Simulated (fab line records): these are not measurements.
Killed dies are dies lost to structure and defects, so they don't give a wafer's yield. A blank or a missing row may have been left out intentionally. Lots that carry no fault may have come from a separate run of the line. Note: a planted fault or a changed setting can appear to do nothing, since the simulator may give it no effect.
Struck lot and sound lot, side by side / flow sky130 / 16 out of 708 route steps
Sound: wafers L324.1, L324.4, L324.5. The struck wafers were L318.1, L318.4, L318.5. Last of all comes the cause.
At each step with rows: each side's tool, then ch and its chambers, then its first start. Under that, the readings that differ: sound wafers / struck wafers / difference of the means / sigmas: that difference in standard deviations of wafers without a fault.
alike: a reading whose means differ by less than 2 such deviations, as well as words and numbers matching on both sides. not compared: withheld readings; readings where some wafer has no value; bounds like >300 that might hide an equal value; numbers whose values overlap and for which the record gives no deviation.
The two part at a step that has a row with sigmas, a row that says differs or no value, or rows on one side only. Numbers that have no deviation but don't overlap get no sigmas and don't part them. A reading missing from all wafers of one side parts the sides only when that side holds two or more wafers.

first, 5 steps without rows for these wafers: SKY_SONOS_TUNNEL_COAT_02 (resist thk 1140 nm); SKY_SONOS_TUNNEL_SOFTBAKE_03 (time 60 s); SKY_SONOS_TUNNEL_EXPOSE_04 (exposes mask TUNM, target cd 410 nm); SKY_SONOS_TUNNEL_PEB_05; SKY_SONOS_TUNNEL_DEVELOP_06 (develop time 60 s).
SKY_SONOS_TUNNEL_CD_MEAS_07: target cd 410 nm.
  sound on cd sem-02, day 15 22:23; struck on cd sem-02, day 13 20:53
reading=cd nm (nm); sound=404.6 407.1 406.8; struck=412.9 412.2 410.9; difference=+5.8; sigmas=+3
SKY_SONOS_TUNNEL_OVL_MEAS_08:
  sound on overlay-01, day 15 22:30; struck on overlay-01, day 13 21:00
  alike: SONOS_TUNNEL_OVL
then, 3 steps without rows for these wafers: SKY_SONOS_TUNNEL_IMPLANT_09; SKY_SONOS_TUNNEL_WET_ETCH_10 (etches SiO2 in dHF, target depth 14 nm, time 280 s); SKY_SONOS_TUNNEL_STRIP_11 (strips in SPM, time 600 s).
SKY_SONOS_TUNNEL_TW_MEAS_12:
  sound on film metro-02, day 15 22:57; struck on film metro-01, day 13 21:27
  alike: SONOS_TUNNEL_TW
then, 1 step without rows for these wafers: SKY_SONOS_TUNNEL_CLEAN_13 (cleans in dHF, time 20 s).
SKY_SONOS_ONO_OXIDATION_00: stabilise 600 s, purge 300 s, target thk 2.6 nm.
  sound on furnace-02 ch 0, day 15 23:01; struck on furnace-01 ch 0, day 13 22:35
reading=spike tc centre C (C); sound=801.5 800.8 800.0; struck=806.5 806.8 806.3; difference=+5.8; sigmas=+5
reading=spike tc lower C (C); sound=802.8 802.2 801.0; struck=807.0 805.8 804.5; difference=+3.8; sigmas=+3
reading=spike tc top C (C); sound=810.0 811.1 810.8; struck=817.8 815.6 814.0; difference=+5.2; sigmas=+5
reading=spike tc upper C (C); sound=799.3 800.5 801.2; struck=804.4 806.4 805.8; difference=+5.2; sigmas=+4
reading=tube center temp C (C); sound=799.88 799.96 799.99; struck=805.73 805.5 805.66; difference=+5.69; sigmas=+73
reading=tube_center_temp_C_max; sound=802.2 801.9 801.7; struck=807.7 807.3 807.4; difference=+5.5; sigmas=+16
reading=model.SiO2_of_SONOS_ONO_OXIDATION_00.thk nm (nm); sound=2.588 2.591 2.54; struck=2.877 2.903 2.881; difference=+0.314; sigmas=
  alike: zone power centre pct, zone power top pct, zone power upper pct
SKY_SONOS_ONO_THK_MEAS_01:
  sound on film metro-04, day 16 00:22; struck on film metro-04, day 13 23:58
reading=SONOS_ONO_OXIDATION_THK (nm); sound=2.58 2.59 2.56; struck=2.90 2.86 2.90; difference=+0.31; sigmas=+6
then, 1 step without rows for these wafers: SKY_SONOS_ONO_CVD_02 (deposits Si3N4 from DCS/NH3, target thk 10.5 nm, time 180 s).
-- a jump in the record: the struck wafers' starts before and after are 34 days apart (it breaks off in module SONOS_ONO and resumes in module PAD_OPEN, where the first step shown is number 708 of the route) --
SKY_PAD_OPEN_PROBE_99:
  sound on prober-01, day 49 04:57; struck on prober-01, day 47 19:58
reading=model.etest.sonos erased.vt v (V); sound=-2.23 -2.252 -2.261; struck=-2.009 -1.996 -2.117; difference=+0.207; sigmas=
reading=model.etest.sonos baked.vt less v (V); sound=-0.5021 -0.4991 -0.5037; struck=-0.3505 -0.3837 -0.474; difference=+0.0989; sigmas=
  alike: killed_at_M0_to_M3, killed_at_M4_up, killed at contacts, killed at front end, killed at other, killed dies, killed open, killed short

## WHERE THEY PART
First at SKY_SONOS_TUNNEL_CD_MEAS_07; last, within this record, at SKY_SONOS_ONO_THK_MEAS_01. Later steps at which nothing parts them and some readings are alike: SKY_PAD_OPEN_PROBE_99.

WHY: the cause the simulator had injected
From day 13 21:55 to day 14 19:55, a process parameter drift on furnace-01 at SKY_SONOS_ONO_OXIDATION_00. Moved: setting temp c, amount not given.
